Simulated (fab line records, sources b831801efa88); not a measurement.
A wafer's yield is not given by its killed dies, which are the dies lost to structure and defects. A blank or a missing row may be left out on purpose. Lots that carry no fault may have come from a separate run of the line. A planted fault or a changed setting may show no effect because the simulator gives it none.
Which of the tools did it? | flow gf180mcu | 13 lots with 39 wafers sampled at 5 steps, on a route of 602 steps

## WHAT THE GAUGES SHOWED, per wafer
GF_PSD_CD_MEAS_07 targets a cd of 400 nm. Usual: cd nm reads 400.3 nm (standard deviation 2.7).
lot  | measured     | on        | cd nm (nm)        | flag
L497 | day 14 07:58 | cd sem-01 | 398.9 400.9 396.6 |
L498 | day 14 14:58 | cd sem-01 | 399.3 401.3 398.2 |
L499 | day 15 01:09 | cd sem-01 | 397.4 396.6 396.6 |
L500 | day 15 06:10 | cd sem-02 | 404.9 404.7 404.1 |
L501 | day 15 18:49 | cd sem-02 | 398.4 398.3 398.0 |
L505 | day 17 00:47 | cd sem-02 | 318.5 319.0 320.6 | OFF
L510 | day 18 22:26 | cd sem-02 | 398.7 400.7 399.1 |
L512 | day 19 13:59 | cd sem-01 | 404.1 405.0 401.7 |
L513 | day 20 03:14 | cd sem-02 | 395.5 395.5 399.5 |
L515 | day 20 18:17 | cd sem-01 | 399.7 399.4 400.8 |
L517 | day 21 08:17 | cd sem-01 | 402.8 400.3 402.1 |
L519 | day 21 18:56 | cd sem-01 | 395.7 399.5 398.9 |
L520 | day 22 06:02 | cd sem-01 | 403.4 404.0 401.2 |

GF_CONTACT_CD_MEAS_14 targets a cd of 220 nm. Usual: cd nm reads 220.1 nm (standard deviation 1.6).
lot  | measured     | on        | cd nm (nm)        | flag
L497 | day 16 05:56 | cd sem-02 | 218.0 216.7 217.9 |
L498 | day 16 13:23 | cd sem-01 | 221.4 219.3 221.8 |
L499 | day 16 23:39 | cd sem-02 | 221.2 219.8 218.3 |
L500 | day 17 04:34 | cd sem-01 | 216.5 217.3 216.6 |
L501 | day 17 17:41 | cd sem-02 | 218.5 218.4 219.0 |
L505 | day 19 02:14 | cd sem-01 | 223.2 223.9 224.1 |
L510 | day 21 01:59 | cd sem-02 | 219.3 220.2 221.9 |
L512 | day 21 16:04 | cd sem-02 | 218.0 219.6 218.5 |
L513 | day 22 04:41 | cd sem-02 | 221.1 221.7 220.1 |
L515 | day 22 20:44 | cd sem-01 | 219.7 219.2 219.4 |
L517 | day 23 09:29 | cd sem-01 | 219.6 218.3 219.2 |
L519 | day 23 19:29 | cd sem-01 | 220.3 219.9 220.9 |
L520 | day 24 06:13 | cd sem-02 | 220.4 220.1 220.1 |

## TOOL THAT RAN EACH LOT (tool first, then ch and the chambers of the sampled wafers, then the start)
lot  | GF_PSD_EXPOSE_04                    | GF_SAB_STRIP_13                      | GF_SALICIDE_SPUTTER_02
L497 | iline stepper-02 ch 0, day 13 21:42 | plasma asher-02 ch 0,1, day 15 06:09 | pvd sputter-03, day 15 06:20
L498 | iline stepper-01 ch 0, day 14 04:45 | plasma asher-02 ch 0,1, day 15 12:52 | pvd sputter-03, day 15 13:01
L499 | iline stepper-01 ch 0, day 14 15:11 | plasma asher-01 ch 0,1, day 15 23:52 | pvd sputter-02, day 16 00:04
L500 | iline stepper-02 ch 0, day 14 20:02 | plasma asher-02 ch 0,1, day 16 04:51 | pvd sputter-03, day 16 05:02
L501 | iline stepper-01 ch 0, day 15 07:59 | plasma asher-03 ch 0,1, day 16 17:41 | pvd sputter-04, day 16 17:50
L505 | iline stepper-02 ch 0, day 16 13:17 | plasma asher-02 ch 0,1, day 18 01:08 | pvd sputter-03, day 18 01:20
L510 | iline stepper-02 ch 0, day 18 10:51 | plasma asher-03 ch 1, day 20 00:26   | pvd sputter-03, day 20 00:38
L512 | iline stepper-01 ch 0, day 19 02:35 | plasma asher-03 ch 0,1, day 20 14:54 | pvd sputter-03, day 20 15:05
L513 | iline stepper-01 ch 0, day 19 15:29 | plasma asher-01 ch 0,1, day 21 03:56 | pvd sputter-03, day 21 04:07
L515 | iline stepper-01 ch 0, day 20 06:29 | plasma asher-03 ch 0,1, day 21 19:38 | pvd sputter-03, day 21 19:50
L517 | iline stepper-02 ch 0, day 20 19:56 | plasma asher-02 ch 1, day 22 08:47   | pvd sputter-04, day 22 08:58
L519 | iline stepper-01 ch 0, day 21 07:28 | plasma asher-03 ch 0,1, day 22 19:23 | pvd sputter-02, day 22 19:34
L520 | iline stepper-01 ch 0, day 21 18:35 | plasma asher-03 ch 0,1, day 23 06:35 | pvd sputter-04, day 23 06:46
- GF_PSD_EXPOSE_04: exposes mask Pplus, target cd 400 nm.
- GF_SAB_STRIP_13: strips in O2/N2.
- GF_SALICIDE_SPUTTER_02: material Co, target thk 10 nm, time 20 s.

## WHAT THE TOOLS THEMSELVES READ (means of the sampled wafers that have a number; where no wafer has one, the mark that the record gives instead)
GF_SAB_STRIP_13. Usual: drypump motor current A 5.7 A, standard deviation 0.75; heater power w 312 W, standard deviation 17; oes product au 0.710 a.u., standard deviation 0.0042; strip time to endpoint s 12.61 s, standard deviation 0.037.
lot  | tool            | drypump motor current A (A) | heater power w (W) | oes product au (a.u.) | strip time to endpoint s (s) | flag
L497 | plasma asher-02 | 5.2                         | 296                | 0.710                 | 12.61                        |
L498 | plasma asher-02 | 5.2                         | 292                | 0.715                 | 12.60                        |
L499 | plasma asher-01 | 6.1                         | 307                | 0.709                 | 12.58                        |
L500 | plasma asher-02 | 5.2                         | 296                | 0.711                 | 12.63                        |
L501 | plasma asher-03 | 5.5                         | 324                | 0.712                 | 12.63                        |
L505 | plasma asher-02 | 5.2                         | 294                | 0.709                 | 12.65                        |
L510 | plasma asher-03 | 4.9                         | 310                | 0.712                 | 12.64                        |
L512 | plasma asher-03 | 5.6                         | 320                | 0.711                 | 12.64                        |
L513 | plasma asher-01 | 6.1                         | 303                | 0.712                 | 12.62                        |
L515 | plasma asher-03 | 6.2                         | 317                | 0.704                 | 12.59                        |
L517 | plasma asher-02 | 5.3                         | 297                | 0.709                 | 12.60                        |
L519 | plasma asher-03 | 5.5                         | 314                | 0.711                 | 12.60                        |
L520 | plasma asher-03 | 6.2                         | 326                | 0.711                 | 12.55                        |

GF_SALICIDE_SPUTTER_02. Usual: throttle valve pct reads 30.6 % (standard deviation 1.1).
lot  | tool           | throttle valve pct (%) | flag
L497 | pvd sputter-03 | 30.7                   |
L498 | pvd sputter-03 | 30.5                   |
L499 | pvd sputter-02 | 30.9                   |
L500 | pvd sputter-03 | 30.5                   |
L501 | pvd sputter-04 | 30.6                   |
L505 | pvd sputter-03 | 31.3                   |
L510 | pvd sputter-03 | 30.6                   |
L512 | pvd sputter-03 | 30.2                   |
L513 | pvd sputter-03 | 30.4                   |
L515 | pvd sputter-03 | 29.9                   |
L517 | pvd sputter-04 | 30.8                   |
L519 | pvd sputter-02 | 30.8                   |
L520 | pvd sputter-04 | 29.9                   |

## THE ANSWER, worked out from the rows above alone
Rule: take the mean of a lot's wafers that have a number; if it is more than 3 standard deviations from the usual mean, the lot is off. A lot without any number at a reading at which 4 lots or more have one is off too. All remaining lots with rows at the step are treated as sound. First the gauges in route order, then the tools' own readings, where a lot's mean is used as printed above. At the first step where some lot is off, the reading lying furthest off is the one used; lots without a number count as furthest.
Off, at GF_PSD_CD_MEAS_07 on cd nm: L505.
A tool fits if, at a process step before that reading, it ran every lot that is off, and no sound lot after the first of them. The gauges at GF_PSD_CD_MEAS_07 are tried like those tools. Not one of the candidates tried fits.

## WHAT THE SIMULATOR HAD PUT IN
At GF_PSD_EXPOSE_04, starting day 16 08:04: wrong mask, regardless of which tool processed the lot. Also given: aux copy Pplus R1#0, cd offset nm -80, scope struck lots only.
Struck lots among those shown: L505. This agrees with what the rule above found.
